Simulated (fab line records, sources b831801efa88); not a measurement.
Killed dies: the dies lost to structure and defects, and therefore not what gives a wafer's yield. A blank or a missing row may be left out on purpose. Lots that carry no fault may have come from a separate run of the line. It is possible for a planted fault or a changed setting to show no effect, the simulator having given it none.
Code-filled problem report in 8D (eight disciplines) form / flow gf180mcu / the parts of the form that need people (team, actions taken, sign-off) are left out

## 1. THE ISSUE
Wafers free of any fault read 1221 (standard deviation 8.2) for VT_IMPLANT_2_TW at GF_VT_IMPLANT_TW_MEAS_21, against a mean of 1151 on 6 wafers of 2 lots. That is -8.5 standard deviations from the usual mean.
The first sign was on wafer L614.2 at day 8 18:05, on filmMetro-01. The record has a number at this step for 39 wafers belonging to 13 lots. Rule for "out" (also "out of limits"): further than 4 standard deviations from the usual mean. The rest of the wafers with a number are treated as sound.

## 2. WHAT IT IS AND WHAT IT IS NOT
question=which readings at this step | is=VT_IMPLANT_2_TW | is not=-
question=which lots | is=L614, L618 | is not=L605, L606, L607, L608, L615, L619, L620, L623, L624, L625, L628
question=which wafers of those lots | is=all that have a number | is not=-
question=read on which gauges | is=filmMetro-01 | is not=filmMetro-02, filmMetro-04
question=when | is=from day 8 18:05 | is not=up to then (12 sound wafers); but 21 sound wafers of L615, L619, L620, L623, L624, L625, L628 came after

## 3. THE SUSPECTS, EACH WITH WHAT RULES IT OUT
Counting: a tool stays on the suspect list if, at a process step up to the reading, it processed all lots that are out and no sound lot following the first of them.
- the gauge at GF_VT_IMPLANT_TW_MEAS_21 has been ruled out. All the wafers that are out were read on filmMetro-01, but those of them that GF_VT_IMPLANT_IMPLANT_19 has rows for are out there too, on other tools.
- cmp-01 at GF_STI_CMP_25 (polishes, stops on Si3N4, t overpolish 33 s, target thk 524.6 nm): ruled out as a lasting fault. Sound lots L615, L620, L624, L628 ran on it after its first lot that is out, L614 (day 4 03:53).
- implanter-02 at GF_VT_IMPLANT_IMPLANT_19: ruled out as a lasting fault. Sound lots L628 ran on it after its first lot that is out, L614 (day 8 17:52).
Left after counting: nothing in the record.

## 4. THE CAUSE (what the simulator had put in)
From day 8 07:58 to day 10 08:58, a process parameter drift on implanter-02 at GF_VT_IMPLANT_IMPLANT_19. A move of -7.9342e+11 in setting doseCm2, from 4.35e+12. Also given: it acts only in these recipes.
Counting ruled it out, wrongly: the rule takes a fault to strike every lot that its tool runs from its start on, and this one did not.

## 5. THE EFFECT CHAIN, in route order
Each row: a reading whose mean over the struck wafers that have a number lies more than 3 standard deviations from the usual. Scope: only readings with a usual standard deviation given in the record; hours: median across lots of the time from each lot's start at the first step in this table that gives one to its start at this step; sigmas: change in usual standard deviations.
hours=0; step=GF_VT_IMPLANT_IMPLANT_19; reading=doseIonsCm2; usual=4.35e+12; on struck wafers=3.55e+12; change=-7.96e+11; sigmas=-99 or more
hours=0; step=GF_VT_IMPLANT_IMPLANT_19; reading=faradayCurrentUA; usual=24.5; on struck wafers=20.4; change=-4.1; sigmas=-7.5
hours=0; step=GF_VT_IMPLANT_TW_MEAS_21; reading=VT_IMPLANT_2_TW; usual=1221; on struck wafers=1151; change=-70; sigmas=-8.5
It contains these process steps:
- GF_VT_IMPLANT_IMPLANT_19

## 6. WHAT WOULD HAVE CAUGHT IT SOONER
The first out-of-limits reading at a measuring or inspecting step in this record came at day 8 18:05, 10 hours after the fault's start at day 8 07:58.
At GF_VT_IMPLANT_IMPLANT_19, the tool's own readings (doseIonsCm2, faradayCurrentUA) were out on each struck wafer the step has a row for, so an alarm limit on them would have fired on the first such wafer.
